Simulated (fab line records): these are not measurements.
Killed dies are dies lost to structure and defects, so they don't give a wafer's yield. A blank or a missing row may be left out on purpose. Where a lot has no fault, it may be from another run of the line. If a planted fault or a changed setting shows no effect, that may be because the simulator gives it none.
Split-lot experiment	flow sfq-line	23 wafers read from 5 lots, route of 325 steps

THE SPLIT ITSELF
At SFQ_TRILAYER_M5_LITHO_COAT_123 (resist thk 600 nm), the setting spin-rpm was moved away from the recipe's 3000 rpm on 9 of the 23 wafers read, by -6.4% to +5.3%. This setting was run at the recipe's value on the other wafers.

There is no step in the file separating the split from the reading.

THE READING
KrF_of_TRILAYER_M5_LITHO_COAT_123.thk-nm (the simulator's own value, which no gauge read), in nm, at SFQ_TRILAYER_M5_ETCH_METAL_ETCH_126 (etches Nb in Cl2/BCl3, stops on SiO2, time 203.2 s, target depth 265 nm). There is no usual value for it anywhere in the file. Across the 14 wafers here that went through the recipe, the average is 371.0 nm and the standard deviation 5.3 nm.

wafer	tool, chamber at the split	spin-rpm as run, rpm	against the recipe	KrF_of_TRILAYER_M5_LITHO_COAT_123.thk-nm, nm	against lot-mates on the recipe
L074.1	litho-track-04, 0	3160	+5.3%	348.7	-16.9
L074.3	litho-track-04, 0	3160	+5.3%	347	-18.6
L074.4	litho-track-04, 0	3000	recipe	370.1	-
L074.5	litho-track-04, 0	3000	recipe	361.1	-
L074.6	litho-track-04, 0	3160	+5.3%	352	-13.6
L076.1	litho-track-03, 0	3000	recipe	380.5	-
L076.3	litho-track-03, 0	3000	recipe	365.1	-
L076.4	litho-track-03, 0	3000	recipe	379.3	-
L076.5	litho-track-03, 0	3000	recipe	365.3	-
L076.6	litho-track-03, 0	3000	recipe	366.8	-
L077.2	litho-track-02, 0	2875	-4.2%	384.3	+12.7
L077.3	litho-track-02, 0	3000	recipe	369.3	-
L077.4	litho-track-02, 0	3000	recipe	373.9	-
L077.5	litho-track-02, 0	2875	-4.2%	387.4	+15.8
L077.6	litho-track-02, 0	2875	-4.2%	383.2	+11.6
L083.1	litho-track-02, 0	3000	recipe	375	-
L083.2	litho-track-02, 0	3000	recipe	373.4	-
L083.3	litho-track-02, 0	2807	-6.4%	399	+24.8
L083.4	litho-track-02, 0	2807	-6.4%	392.8	+18.6
L083.5	litho-track-02, 0	2807	-6.4%	395.6	+21.4
L085.2	litho-track-04, 0	3000	recipe	371.5	-
L085.4	litho-track-04, 0	3000	recipe	368.1	-
L085.5	litho-track-04, 0	3000	recipe	374.2	-

THE FIT
A straight line over all 23 wafers: KrF_of_TRILAYER_M5_LITHO_COAT_123.thk-nm changes by -3.86 nm for each +1% of spin-rpm; r = -0.94; the points scatter about the line by 4.6 nm.
The same after taking each lot's own level away (the mean of its wafers on the recipe; 23 wafers): -3.22 nm for each +1%; r = -0.94; scatter 4.1 nm.
According to that fit, moving spin-rpm by its largest amount changes the reading by 21 nm.
From 365.60 to 374.20 nm: that is the span of the lots' own levels, equal to 1.6 times the standard deviation above.
So the slope is not independent of the lot-to-lot level: the two fits are not the same.
Check: with one of the wafers moved furthest among these (-6.4%) left out of the fit, the line predicts +20.1 nm for it against its lot-mates. Against them it came out at +24.8 nm.

FURTHER SPLITS ON THESE WAFERS
These wafers also went through other splits before the reading. Each is held against what the fit with the lots' levels taken away leaves over:
other split on the same wafers	wafers away from the commonest value	r with KrF_of_TRILAYER_M5_LITHO_COAT_123.thk-nm (lot level and that fit taken away)
SFQ_TRILAYER_I4_VIA_LITHO_COAT_103 resist-thk-nm	8	+0.06
SFQ_TRILAYER_JJ_TRILAYER_DEP_SPUTTER_109 power-w	4	+0.06
SFQ_TRILAYER_JJ_CE_LITHO_PEB_117 peb-time-s	5	+0.24
SFQ_TRILAYER_JJ_CE_BARC_OPEN_RIE_150 bias-w	7	+0.16

THE WHOLE CHAIN: every reading that the file lists as answering this split, in the file's order
step	what it does	reading	change (the file's fit)	r (the file's)
SFQ_TRILAYER_M5_LITHO_COAT_123	resist thk 600 nm	KrF_of_TRILAYER_M5_LITHO_COAT_123.thk-nm (the simulator's own value, which no gauge read)	-3.13 nm for each +1% of the setting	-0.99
SFQ_TRILAYER_M5_ETCH_METAL_ETCH_126	etches Nb in Cl2/BCl3, stops on SiO2, time 203.2 s, target depth 265 nm	KrF_of_TRILAYER_M5_LITHO_COAT_123.thk-nm (the simulator's own value, which no gauge read)	-3.24 nm for each +1% of the setting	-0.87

THE FILE'S OWN FIT
KrF_of_TRILAYER_M5_LITHO_COAT_123.thk-nm changes by -3.24 nm for each +1% of spin-rpm, r = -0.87.
